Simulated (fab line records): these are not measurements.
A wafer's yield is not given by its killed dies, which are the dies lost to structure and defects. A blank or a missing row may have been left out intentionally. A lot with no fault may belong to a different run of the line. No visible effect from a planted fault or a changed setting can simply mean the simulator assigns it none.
Which tool is to blame? ; flow gf180mcu ; Sampling: 12 lots, 36 wafers, 5 of 602 route steps

## WHAT EACH GAUGE READ, for each wafer
GF_VT_IMPLANT_OVL_MEAS_40.
lot;measured;on;VT_IMPLANT_03_OVL (nm)
L544;day 8 07:16;overlay-01;-0.4 1.1 0.2
L545;day 8 17:08;overlay-02;-1.5 -1.3 -0.8
L550;day 10 03:10;overlay-02;1.0 -0.3 -1.8
L553;day 11 01:05;overlay-01;-1.0 -1.6 0.1
L554;day 11 09:30;overlay-01;0.9 -0.3 1.0
L556;day 11 20:13;overlay-01;1.1 2.5 1.5
L560;day 12 22:30;overlay-02;0.2 0.6 0.4
L561;day 13 11:26;overlay-02;0.1 1.2 0.3
L562;day 13 13:31;overlay-01;-0.4 0.3 -1.1
L563;day 13 17:35;overlay-02;-0.2 1.6 1.1
L566;day 14 15:38;overlay-02;0.9 0.5 -0.3
L567;day 14 21:35;overlay-01;2.0 1.5 1.4

GF_VT_IMPLANT_RS_MEAS_48: a four-point-probe measurement.
lot;measured;on;LVPWELL_RS (ohm/sq)
L544;day 8 08:01;film_metro-02;1195.1 1196.7 1191.3
L545;day 8 17:54;film_metro-04;1194.9 1196.0 1194.2
L550;day 10 03:55;film_metro-03;1196.1 1192.4 1193.2
L553;day 11 01:50;film_metro-03;1219.4 1216.8 1215.6
L554;day 11 10:15;film_metro-03;1216.2 1214.3 1215.0
L556;day 11 20:58;film_metro-04;1196.6 1198.4 1197.0
L560;day 12 23:16;film_metro-04;1192.0 1197.0 1197.5
L561;day 13 12:11;film_metro-04;1197.5 1195.7 1198.6
L562;day 13 14:17;film_metro-03;1191.7 1193.4 1193.0
L563;day 13 18:20;film_metro-02;1197.7 1197.7 1198.3
L566;day 14 16:23;film_metro-02;1193.9 1198.0 1195.5
L567;day 14 22:23;film_metro-04;1194.4 1196.8 1198.8

GF_POLY_GATE_THK_MEAS_01.
lot;measured;on;POLY_GATE_CVD_00_THK (nm)
L544;day 9 08:49;film_metro-04;198.2 200.6 198.3
L545;day 9 20:49;film_metro-01;199.7 201.2 199.6
L550;day 11 05:37;film_metro-01;200.4 199.2 201.4
L553;day 12 05:38;film_metro-04;201.4 200.3 201.0
L554;day 12 14:55;film_metro-02;199.2 197.7 198.2
L556;day 12 23:49;film_metro-04;200.6 201.2 200.3
L560;day 14 01:28;film_metro-02;196.3 196.3 195.6
L561;day 14 14:50;film_metro-01;198.3 196.8 197.6
L562;day 14 16:28;film_metro-04;198.7 199.4 197.4
L563;day 14 21:46;film_metro-02;198.8 198.0 201.0
L566;day 15 20:29;film_metro-01;203.3 202.7 202.4
L567;day 16 01:38;film_metro-02;201.2 200.4 202.5

## TOOL THAT RAN EACH LOT (tool first, then ch and the chambers of the sampled wafers, then the start)
lot;GF_LVPWELL_IMPLANT_09;GF_VT_IMPLANT_STRIP_20
L544;implanter-03 ch 0, day 4 00:46;plasma_asher-04 ch 0,1, day 6 18:39
L545;implanter-03 ch 0, day 4 09:33;plasma_asher-04 ch 0,1, day 7 04:46
L550;implanter-03 ch 0, day 5 14:08;plasma_asher-03 ch 0,1, day 8 12:33
L553;implanter-03 ch 0, day 6 07:19;plasma_asher-01 ch 0,1, day 9 10:05
L554;implanter-03 ch 0, day 6 13:31;plasma_asher-04 ch 0,1, day 9 16:55
L556;implanter-02 ch 0, day 6 23:39;plasma_asher-04 ch 0,1, day 10 02:24
L560;implanter-01 ch 0, day 7 21:04;plasma_asher-03 ch 0,1, day 11 04:53
L561;implanter-02 ch 0, day 8 07:46;plasma_asher-01 ch 0,1, day 11 17:27
L562;implanter-01 ch 0, day 8 10:03;plasma_asher-04 ch 0,1, day 11 19:11
L563;implanter-01 ch 0, day 8 14:56;plasma_asher-03 ch 0,1, day 11 23:40
L566;implanter-01 ch 0, day 9 10:19;plasma_asher-03 ch 0,1, day 12 21:47
L567;implanter-02 ch 0, day 9 14:28;plasma_asher-01 ch 0,1, day 13 02:38
- GF_LVPWELL_IMPLANT_09
- GF_VT_IMPLANT_STRIP_20: strips in O2/N2.

## WHAT THE TOOLS THEMSELVES READ (means of the sampled wafers that have a number; where no wafer has one, the mark that the record gives instead)
GF_LVPWELL_IMPLANT_09.
lot;tool;beam_on_s (s)
L544;implanter-03;10.08
L545;implanter-03;10.12
L550;implanter-03;9.88
L553;implanter-03;9.70
L554;implanter-03;9.93
L556;implanter-02;9.95
L560;implanter-01;10.05
L561;implanter-02;10.08
L562;implanter-01;10.15
L563;implanter-01;9.98
L566;implanter-01;10.11
L567;implanter-02;9.99

GF_VT_IMPLANT_STRIP_20.
lot;tool;drypump_motor_current_A (A);heater_power_w (W);oes_product_au (a.u.);strip_time_to_endpoint_s (s)
L544;plasma_asher-04;5.8;342;0.712;12.62
L545;plasma_asher-04;5.7;334;0.714;12.68
L550;plasma_asher-03;6.1;300;0.714;12.64
L553;plasma_asher-01;5.2;309;0.716;12.63
L554;plasma_asher-04;5.6;359;0.711;12.66
L556;plasma_asher-04;5.7;335;0.722;12.65
L560;plasma_asher-03;6.3;298;0.716;12.58
L561;plasma_asher-01;5.4;298;0.711;12.65
L562;plasma_asher-04;5.7;359;0.721;12.64
L563;plasma_asher-03;6.1;301;0.718;12.64
L566;plasma_asher-03;6.0;305;0.715;12.57
L567;plasma_asher-01;5.2;310;0.721;12.56

## THE ANSWER, worked out from the rows above alone
Rule: the usual values come from the lots themselves. Put in order of their means at a reading, lots are off if they are a third of the lots or fewer, leave a main group of 4 or more, and stand apart from it by a gap of 3 or more times the standard deviation of the main group's means; of several such gaps the widest counts. A main group whose means are all the same, to the digits that the tables above print for the reading, isn't used. Also off: a lot with no number at a reading for which 4 or more lots have one. Where the step has rows for the other lots, those lots are counted as sound. First the gauges in route order, then the tools' own readings, where a lot's mean is used as printed above. At the first step where some lot is off, the reading lying furthest off is the one used; lots without a number count as furthest.
Off: L553, L554, seen at GF_VT_IMPLANT_RS_MEAS_48 (LVPWELL_RS). Mean 1195.6 ohm/sq and standard deviation 1.6 in the main group.
If a tool, at a process step before that reading, ran all the lots that are off and no sound lot after the first of them, it fits. The gauges at GF_VT_IMPLANT_RS_MEAS_48 are tried like those tools. One fits: GF_LVPWELL_IMPLANT_09 on implanter-03. A fault onset in the window from L550 (day 5 14:08, its last sound lot) to L553 (day 6 07:19, its first lot off) fits.

## WHAT THE SIMULATOR HAD PUT IN
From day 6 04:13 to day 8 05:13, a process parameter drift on implanter-03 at GF_LVPWELL_IMPLANT_09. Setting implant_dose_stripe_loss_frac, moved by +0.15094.
Struck lots among those shown: L553, L554. This agrees with what the rule above found.
